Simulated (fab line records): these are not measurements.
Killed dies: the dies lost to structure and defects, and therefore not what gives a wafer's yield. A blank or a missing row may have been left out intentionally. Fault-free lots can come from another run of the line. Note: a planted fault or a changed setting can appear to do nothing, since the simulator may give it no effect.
Chamber matching	flow sky130	cmp-02 running SKY_LI_CONTACT_CMP_24: 4 sister chambers
The step polishes, stops on PSG, t overpolish 20 s, target thk 0 nm. 16 wafers are shown with their chamber, then 8 later ones without.

WAFERS, EACH WITH ITS CHAMBER
wafer	chamber	motor-current-A (A)	time-to-endpoint-s (s)	overpolish-run-s (s)
L341.2	1	10.9	100	19.990
L341.3	3	9.9	94	20.000
L341.6	1	10.9	95	20.008
L343.4	3	9.6	95	19.992
L343.5	3	9.4	91	19.996
L343.6	0	11.0	93	20.017
L342.2	3	9.8	95	20.008
L342.3	1	11.3	99	20.020
L342.5	2	9.2	92	20.004
L352.2	1	11.0	93	20.008
L352.3	2	8.6	90	19.997
L352.4	0	11.5	92	19.999
L354.2	2	8.9	91	20.002
L354.5	0	11.0	97	20.006
L354.6	3	9.6	96	20.000
L359.3	3	9.9	91	19.991

SIGNATURES, as means of the wafers listed above
reading	chamber 0	chamber 1	chamber 2	chamber 3	scatter within a chamber
motor-current-A	11.167	11.025	8.900	9.700	0.233
time-to-endpoint-s	94.00	96.75	91.00	93.67	2.45
overpolish-run-s	20.00733	20.00650	20.00100	19.99783	0.0084
Rule: a wafer lies at a distance from a chamber equal to the root of the sum of squares, over the readings, of (its reading less the chamber's mean, divided by the reading's scatter). The wafer belongs to the nearest chamber; if the next one is less than 2 further off, it can't be placed. The scatter: the root of (the sum of the squares of (reading less its chamber's mean) over the shown wafers, divided by (wafers less chambers)).

WAFERS WITHOUT THEIR CHAMBER
wafer	motor-current-A (A)	time-to-endpoint-s (s)	overpolish-run-s (s)
L359.4	11.2	97	19.989
L359.5	8.6	90	20.004
L360.3	11.4	96	20.014
L360.5	10.1	92	19.993
L360.6	11.2	92	19.999
L362.1	8.7	96	20.002
L362.5	9.7	100	20.013
L362.6	8.9	94	20.004

EACH ONE'S CHAMBER
wafer	from the rows above	in truth
L359.4	can't be placed: 1 or 0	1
L359.5	2	2
L360.3	can't be placed: 0 or 1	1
L360.5	3	3
L360.6	can't be placed: 0 or 1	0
L362.1	2	2
L362.5	3	3
L362.6	2	2
5 of 8 placed correctly. Can't be placed from these rows: 3 (the true chamber is among the candidates in 3). Number placed wrongly: 0.
